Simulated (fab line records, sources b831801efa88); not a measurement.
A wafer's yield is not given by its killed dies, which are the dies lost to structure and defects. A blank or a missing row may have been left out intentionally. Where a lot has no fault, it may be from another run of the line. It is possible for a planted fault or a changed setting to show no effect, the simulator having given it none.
2 desks looking at one fault / flow gf180mcu / numbers are kept per desk, each desk with only its own; the story behind them comes last

## THE TOOL OWNER'S DESK: pvdSputter-02
At GF_M4_SPUTTER_01 (material TiN, target thk 30 nm, time 25 s) the tool's own readings: per lot run on this tool, the mean of the sampled wafers that have a number. The brackets show how far a lot's mean lies from the usual mean; more than 4 standard deviations puts the lot out of limits, marked OUT.
Columns: A = throttleValvePct at GF_M4_SPUTTER_01, usual 29.8 %
lot=L762; first seen here=day 24 10:36; A=29.3
lot=L772; first seen here=day 27 14:17; A=29.7
This desk found nothing out of limits on any of the 2 lots.

## AT THE METROLOGY DESK
Means of the sampled wafers that have a number, per lot and without regard to the tool the lot ran on: this is what the gauges read. The brackets show how far a lot's mean lies from the usual mean; more than 4 standard deviations puts the lot out of limits, marked OUT.
Columns: A = V3_W_RS at GF_V3_RS_MEAS_24, usual 0.322 ohm/sq; B = V3_W_THK at GF_V3_THK_MEAS_25, usual 365 nm
lot=L758; first seen here=day 22 14:34; A=0.330; B=354
lot=L762; first seen here=day 24 10:02; A=0.323; B=367
lot=L763; first seen here=day 24 15:40; A=0.322; B=361
lot=L766; first seen here=day 25 18:45; A=0.319; B=363
lot=L772; first seen here=day 27 13:42; A=0.329; B=357
This desk found nothing out of limits on any of the 5 lots.

## TAKEN TOGETHER
Nothing out of limits was seen by the tool owner's desk.
Nothing out of limits was seen by the metrology desk.

## WHAT THE SIMULATOR HAD INSERTED
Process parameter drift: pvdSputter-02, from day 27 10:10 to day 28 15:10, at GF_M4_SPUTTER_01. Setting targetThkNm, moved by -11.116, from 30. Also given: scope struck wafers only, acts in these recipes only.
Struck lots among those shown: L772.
